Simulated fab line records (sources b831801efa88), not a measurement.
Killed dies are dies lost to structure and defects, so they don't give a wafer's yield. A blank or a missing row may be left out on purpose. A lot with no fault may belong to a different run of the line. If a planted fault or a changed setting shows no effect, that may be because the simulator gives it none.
Which tool was responsible? :: flow sky130 :: 13 lots with 37 wafers sampled at 3 steps, on a route of 708 steps

WHAT THE GAUGES READ, wafer by wafer
SKY_NWELL_THK_MEAS_02.
lot: L144
measured: day 2 13:13
on: film_metro-04
NWELL_OXIDATION_THK (nm): 10.18 10.05 9.97

lot: L145
measured: day 2 16:58
on: film_metro-01
NWELL_OXIDATION_THK (nm): 10.45 10.22 10.30

lot: L150
measured: day 3 21:10
on: film_metro-04
NWELL_OXIDATION_THK (nm): 10.06 10.11

lot: L152
measured: day 4 03:51
on: film_metro-04
NWELL_OXIDATION_THK (nm): 9.97 10.01

lot: L156
measured: day 5 01:43
on: film_metro-02
NWELL_OXIDATION_THK (nm): 10.09 10.25 10.22

lot: L159
measured: day 5 20:22
on: film_metro-02
NWELL_OXIDATION_THK (nm): 9.88 9.65 9.97

lot: L160
measured: day 6 01:04
on: film_metro-01
NWELL_OXIDATION_THK (nm): 10.03 9.90 10.07

lot: L161
measured: day 6 06:50
on: film_metro-01
NWELL_OXIDATION_THK (nm): 10.02 9.87 10.02

lot: L163
measured: day 6 16:28
on: film_metro-04
NWELL_OXIDATION_THK (nm): 9.95 9.89 9.80

lot: L164
measured: day 6 20:59
on: film_metro-02
NWELL_OXIDATION_THK (nm): 9.91 9.89 9.82

lot: L165
measured: day 7 04:16
on: film_metro-02
NWELL_OXIDATION_THK (nm): 10.59 10.24 10.31

lot: L166
measured: day 7 09:44
on: film_metro-02
NWELL_OXIDATION_THK (nm): 9.89 9.84 9.74

lot: L167
measured: day 7 13:42
on: film_metro-02
NWELL_OXIDATION_THK (nm): 9.96 10.16 10.25

SKY_PWDE_OVL_MEAS_07.
lot: L144
measured: day 3 20:29
on: overlay-02
PWDE_OVL (nm): 0.0 -0.9 -0.9

lot: L145
measured: day 4 00:46
on: overlay-01
PWDE_OVL (nm): -0.3 -1.2 -0.5

lot: L150
measured: day 5 06:54
on: overlay-02
PWDE_OVL (nm): 0.5 -1.1

lot: L152
measured: day 5 15:15
on: overlay-01
PWDE_OVL (nm): -0.2 -1.1

lot: L156
measured: day 6 14:38
on: overlay-01
PWDE_OVL (nm): -2.1 -2.0 -4.1

lot: L159
measured: day 7 10:32
on: overlay-02
PWDE_OVL (nm): -1.3 -2.9 -0.9

lot: L160
measured: day 7 15:44
on: overlay-02
PWDE_OVL (nm): -3.0 0.6 -2.5

lot: L161
measured: day 7 20:53
on: overlay-01
PWDE_OVL (nm): -0.5 0.1 1.2

lot: L163
measured: day 8 08:05
on: overlay-01
PWDE_OVL (nm): 0.6 -1.3 1.1

lot: L164
measured: day 8 13:05
on: overlay-01
PWDE_OVL (nm): -1.9 -0.1 -1.1

lot: L165
measured: day 8 20:53
on: overlay-01
PWDE_OVL (nm): -2.1 -1.1 -2.0

lot: L166
measured: day 9 02:40
on: overlay-01
PWDE_OVL (nm): 1.1 -1.2 -1.0

lot: L167
measured: day 9 07:47
on: overlay-02
PWDE_OVL (nm): 1.1 -2.7 -1.3

TOOL THAT RAN EACH LOT (tool first, then ch and the chambers of the sampled wafers, then the start)
lot: L144
SKY_FIELD_ISO_ETCH_14: rie_diel-04 ch 2,3, day 2 06:10

lot: L145
SKY_FIELD_ISO_ETCH_14: rie_diel-04 ch 0,1,2, day 2 09:55

lot: L150
SKY_FIELD_ISO_ETCH_14: rie_diel-04 ch 2,3, day 3 14:49

lot: L152
SKY_FIELD_ISO_ETCH_14: rie_diel-04 ch 2, day 3 21:43

lot: L156
SKY_FIELD_ISO_ETCH_14: rie_diel-04 ch 0,1,3, day 4 19:03

lot: L159
SKY_FIELD_ISO_ETCH_14: rie_diel-01 ch 2,3, day 5 10:13

lot: L160
SKY_FIELD_ISO_ETCH_14: rie_diel-04 ch 0,1,2, day 5 17:16

lot: L161
SKY_FIELD_ISO_ETCH_14: rie_diel-04 ch 2,3, day 5 21:22

lot: L163
SKY_FIELD_ISO_ETCH_14: rie_diel-01 ch 0,1,3, day 6 08:28

lot: L164
SKY_FIELD_ISO_ETCH_14: rie_diel-02 ch 0,2,3, day 6 13:49

lot: L165
SKY_FIELD_ISO_ETCH_14: rie_diel-04 ch 1,3, day 6 20:25

lot: L166
SKY_FIELD_ISO_ETCH_14: rie_diel-02 ch 0,1,3, day 7 01:16

lot: L167
SKY_FIELD_ISO_ETCH_14: rie_diel-01 ch 0,1, day 7 05:58
- SKY_FIELD_ISO_ETCH_14: etches BARC in N2/H2, stops on SiO2, time 45.9 s, target depth 60 nm.

AS READ BY THE TOOLS THEMSELVES (means over the sampled wafers that have a number; for cases with no such wafer, the mark the record gives instead)
SKY_FIELD_ISO_ETCH_14.
lot: L144
tool: rie_diel-04
drypump_motor_current_A (A): 5.4
oes_product_au (a.u.): 0.859
rf_fwd_power_W (W): 492.7
throttle_valve_pct (%): 13.227

lot: L145
tool: rie_diel-04
drypump_motor_current_A (A): 5.9
oes_product_au (a.u.): 0.852
rf_fwd_power_W (W): 494.8
throttle_valve_pct (%): 13.228

lot: L150
tool: rie_diel-04
drypump_motor_current_A (A): 5.3
oes_product_au (a.u.): 0.853
rf_fwd_power_W (W): 493.6
throttle_valve_pct (%): 13.229

lot: L152
tool: rie_diel-04
drypump_motor_current_A (A): 5.6
oes_product_au (a.u.): 0.865
rf_fwd_power_W (W): 492.1
throttle_valve_pct (%): 13.215

lot: L156
tool: rie_diel-04
drypump_motor_current_A (A): 5.7
oes_product_au (a.u.): 0.850
rf_fwd_power_W (W): 495.4
throttle_valve_pct (%): 13.223

lot: L159
tool: rie_diel-01
drypump_motor_current_A (A): 5.5
oes_product_au (a.u.): 0.852
rf_fwd_power_W (W): 494.3
throttle_valve_pct (%): 13.230

lot: L160
tool: rie_diel-04
drypump_motor_current_A (A): 5.9
oes_product_au (a.u.): 0.854
rf_fwd_power_W (W): 496.0
throttle_valve_pct (%): 13.222

lot: L161
tool: rie_diel-04
drypump_motor_current_A (A): 5.4
oes_product_au (a.u.): 0.856
rf_fwd_power_W (W): 494.7
throttle_valve_pct (%): 13.219

lot: L163
tool: rie_diel-01
drypump_motor_current_A (A): 5.8
oes_product_au (a.u.): 0.855
rf_fwd_power_W (W): 495.4
throttle_valve_pct (%): 13.215

lot: L164
tool: rie_diel-02
drypump_motor_current_A (A): 6.0
oes_product_au (a.u.): 0.853
rf_fwd_power_W (W): 495.0
throttle_valve_pct (%): 13.227

lot: L165
tool: rie_diel-04
drypump_motor_current_A (A): 5.1
oes_product_au (a.u.): 0.853
rf_fwd_power_W (W): 495.2
throttle_valve_pct (%): 13.227

lot: L166
tool: rie_diel-02
drypump_motor_current_A (A): 5.5
oes_product_au (a.u.): 0.853
rf_fwd_power_W (W): 494.5
throttle_valve_pct (%): 13.233

lot: L167
tool: rie_diel-01
drypump_motor_current_A (A): 6.1
oes_product_au (a.u.): 0.854
rf_fwd_power_W (W): 495.1
throttle_valve_pct (%): 13.225

THE ANSWER, worked out from the rows above alone
Rule: what is usual is taken from the lots themselves. Put in order of their means at a reading, lots are off if they are a third of the lots or fewer, leave a main group of 4 or more, and stand apart from it by a gap of 3 or more times the standard deviation of the main group's means; of several such gaps the widest counts. The tables above print the reading to a certain number of digits; a main group whose means all agree to those digits is not used. A lot without any number at a reading at which 4 lots or more have one is off too. All remaining lots with rows at the step are treated as sound. The gauges are gone through in route order, then the tools' own readings, and for those a lot's mean is taken as printed above. At the first step where some lot is off, the reading lying furthest off is the one used; lots without a number count as furthest.
No lot is off at any reading shown: from this, nothing can be told.

WHAT HAD BEEN PUT IN BY THE SIMULATOR
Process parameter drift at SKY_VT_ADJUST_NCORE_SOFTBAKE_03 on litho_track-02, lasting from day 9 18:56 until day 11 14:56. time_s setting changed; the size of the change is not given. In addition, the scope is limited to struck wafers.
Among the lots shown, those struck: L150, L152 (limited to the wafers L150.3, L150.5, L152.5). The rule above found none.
